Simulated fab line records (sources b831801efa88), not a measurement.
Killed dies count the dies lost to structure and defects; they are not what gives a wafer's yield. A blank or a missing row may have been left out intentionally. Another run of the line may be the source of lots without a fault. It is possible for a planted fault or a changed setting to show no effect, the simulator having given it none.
Problem report, 8D (eight disciplines) form, completed by code + flow gf180mcu + the parts of the form that need people (team, actions taken, sign-off) are left out

## 1. WHAT WENT WRONG
V4_CVD_02_THK at GF_V4_THK_MEAS_03 reads a mean of 792 nm on 1 wafer of 1 lot; wafers without a fault read 851 nm with a standard deviation of 13. Measured from the usual mean, that is -4.5 standard deviations.
Seen first at day 30 00:16 on filmMetro-03, wafer L820.3. Wafers with a number at this step in the record: 39, from 13 lots. By rule, "out" or "out of limits" means more than 4 standard deviations away from the usual mean. All remaining wafers that have a number are taken as sound.

## 2. WHAT IT IS, WHAT IT ISN'T
| question                    | is                | is not                                                                 |
|-----------------------------|-------------------|------------------------------------------------------------------------|
| which readings at this step | V4_CVD_02_THK     | -                                                                      |
| which lots                  | L820              | L799, L800, L802, L803, L804, L805, L806, L807, L808, L809, L810, L811 |
| which wafers of those lots  | L820.3            | L820.1, L820.5                                                         |
| read on which gauges        | filmMetro-03      | filmMetro-01, filmMetro-04                                             |
| when                        | from day 30 00:16 | up to then (38 sound wafers)                                           |

## 3. SUSPECTS, AND WHAT RULES EACH OUT
Counting: if a tool at a process step up to the reading ran every lot that is out, it stays a suspect. Sound lots after the first of them don't rule it out here, since some wafers of a struck lot are sound.
- the gauge at GF_V4_THK_MEAS_03: kept. All the wafers that are out were read on filmMetro-03, and no step on other tools shows them out.
- pvdSputter-02 at GF_M4_SPUTTER_00 (material Ti, target thk 37.5 nm, time 150 s): kept. It ran the lot that is out, L820 (day 29 04:51); its last sound lot up to then is L811 (day 26 11:08).
- pvdSputter-02 at GF_M4_SPUTTER_02 (material AlCu, target thk 450 nm, time 23.9 s): kept. It ran the lot that is out, L820 (day 29 04:59); its last sound lot up to then is L811 (day 26 11:16).
- pecvd-04 at GF_V4_CVD_02 (deposits SiO2 from TEOS, target thk 850 nm, time 94.851 s): kept. It ran the lot that is out, L820 (day 30 00:11); its last sound lot up to then is L805 (day 25 20:46).
- pecvd-04, GF_V4_CVD_02: wafers that are out in chamber 2, sound lot-mates in chambers 0, 1.
Left after counting: pvdSputter-02 at GF_M4_SPUTTER_00, pvdSputter-02 at GF_M4_SPUTTER_02, pecvd-04 at GF_V4_CVD_02, filmMetro-03 at GF_V4_THK_MEAS_03.

## 4. THE CAUSE (what the simulator had put in)
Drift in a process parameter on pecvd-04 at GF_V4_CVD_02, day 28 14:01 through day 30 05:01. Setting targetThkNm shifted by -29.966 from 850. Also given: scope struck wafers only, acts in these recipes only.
This tool is one of the 4 suspects left after counting.

## 5. SEQUENCE OF EFFECTS, ordered by route
One row per reading whose mean, taken over the struck wafers that have a number, lies over 3 standard deviations from the usual. Only readings whose record carries a usual standard deviation are examined. hours: median over the lots of the time between each lot's start at the first step of this table that gives one and its start at this step. sigmas: the change, counted in usual standard deviations.
| hours | step              | reading       | usual  | on struck wafers | change | sigmas |
|-------|-------------------|---------------|--------|------------------|--------|--------|
| 0     | GF_V4_THK_MEAS_03 | V4_CVD_02_THK | 851 nm | 792              | -59    | -4.5   |

## 6. WHAT WOULD HAVE CAUGHT IT SOONER
In this record the first reading out of limits at a measuring or inspecting step was taken at day 30 00:16, 34 hours after the fault began at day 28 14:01.
Tool readings at GF_V4_CVD_02 with a usual standard deviation given in the record: none out on any struck wafer, hence no alarm at a limit of 4 standard deviations on them.
All the lots that are out (1) had begun GF_V4_CVD_02 on pecvd-04 by day 30 00:16. A hold on the tool at that time would have spared none of them.
